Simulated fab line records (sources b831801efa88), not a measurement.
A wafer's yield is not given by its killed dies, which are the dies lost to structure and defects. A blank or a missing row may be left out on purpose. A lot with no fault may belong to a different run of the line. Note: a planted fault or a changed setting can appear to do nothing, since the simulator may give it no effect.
A lot that was struck, set against a sound lot / flow sfq_line / 14 steps out of a route of 325
Sound: these wafers, L628.1, L628.2, L628.5. Struck: wafers L643.4, L643.5 (left out: L643.3, a lot-mate that was not struck); the cause follows at the end.
Each step with rows lists, per side, the tool, then ch with its chambers, then its first start. Under that, the readings that differ: sound wafers / struck wafers / difference of the means / sigmas: that difference in standard deviations of wafers without a fault.
alike: same words and numbers on both sides, and readings whose means sit less than 2 such deviations apart. not compared: any withheld reading, any reading some wafer has no value for, any bound like >300 that may hide the same value, and any number with overlapping values for which the record gives no deviation.
Wherever a step has rows on one side only, a row that says differs or no value, or a row with sigmas, the two part there. Numbers that don't overlap but have no deviation are shown without sigmas and don't part them. A reading that every wafer of one side lacks parts them only if that side has two wafers or more.

first, 6 steps without rows for these wafers: SFQ_TRILAYER_M4_LITHO_COAT_098 (resist thk 62 nm); SFQ_TRILAYER_M4_LITHO_COAT_093 (resist thk 600 nm); SFQ_TRILAYER_M4_LITHO_SOFTBAKE_097; SFQ_TRILAYER_M4_LITHO_EXPOSE_094 (exposes mask M4, target cd 500 nm); SFQ_TRILAYER_M4_LITHO_PEB_096 (peb time 60 s); SFQ_TRILAYER_M4_LITHO_DEVELOP_095 (time 60 s).
SFQ_M4_OVL_MEAS_926:
  sound on overlay-02, day 54 05:39; struck on overlay-01, day 55 22:01
  alike: M4_OVL
SFQ_TRILAYER_M4_BARC_OPEN_METAL_ETCH_123: etches BARC in O2, target depth 125 nm, time 41.7 s.
  sound on rie_metal-03 ch 0,1, day 54 05:41; struck on rie_metal-02 ch 0,1, day 55 22:04
  alike: chamber_pressure_mTorr, drypump_motor_current_A, he_backside_leak_sccm, oes_product_au
  not compared: rf_hours_counter_h
SFQ_TRILAYER_M4_ETCH_METAL_ETCH_096: etches Nb in Cl2/Ar, stops on SiO2, target depth 240 nm, time 120 s.
  sound on rie_metal-03 ch 0,1, day 54 05:45; struck on rie_metal-02 ch 0,1, day 55 22:08
  alike: chamber_pressure_mTorr, drypump_motor_current_A, he_backside_leak_sccm, oes_product_au
  not compared: rf_hours_counter_h
SFQ_TRILAYER_M4_STRIP_STRIP_097: strips in O2.
  sound on rie_metal-03 ch 0,1, day 54 05:53; struck on rie_metal-02 ch 0,1, day 55 22:26
  alike: chamber_pressure_mTorr, drypump_motor_current_A, he_backside_leak_sccm, oes_product_au
  not compared: rf_hours_counter_h
then, 1 step without rows for these wafers: SFQ_TRILAYER_M4_STRIP_SOLV_CLEAN_098 (cleans in NMP, time 600 s).
SFQ_TRILAYER_I4_DEP_PECVD_099: deposits SiO2 from SiH4/N2O, time 111.11 s, target thk 500 nm.
  sound on pecvd-04 ch 0,1, day 54 06:39; struck on pecvd-01 ch 0,1, day 55 23:00
  alike: heater_power_w, throttle_valve_pct
SFQ_TRILAYER_I4_CMP_CMP_100: polishes SiO2.
  sound on cmp-02 ch 0,1,2, day 55 08:09; struck on cmp-02 ch 0, day 56 19:09
reading=time_to_endpoint_s (s); sound=211 217 217; struck=125 122; difference=-92; sigmas=-11
  alike: motor_current_A
SFQ_I4_BOW_MEAS_927:
  sound on film_metro-04, day 55 10:09; struck on film_metro-03, day 56 22:11
  alike: I4_BOW

WHERE THEY PART
Within this record, at SFQ_TRILAYER_I4_CMP_CMP_100 only. Later steps at which nothing parts them and some readings are alike: SFQ_I4_BOW_MEAS_927.

WHY: what the simulator had put in
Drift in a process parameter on cmp-02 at SFQ_TRILAYER_I4_CMP_CMP_100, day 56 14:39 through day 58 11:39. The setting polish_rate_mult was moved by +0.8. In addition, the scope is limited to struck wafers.
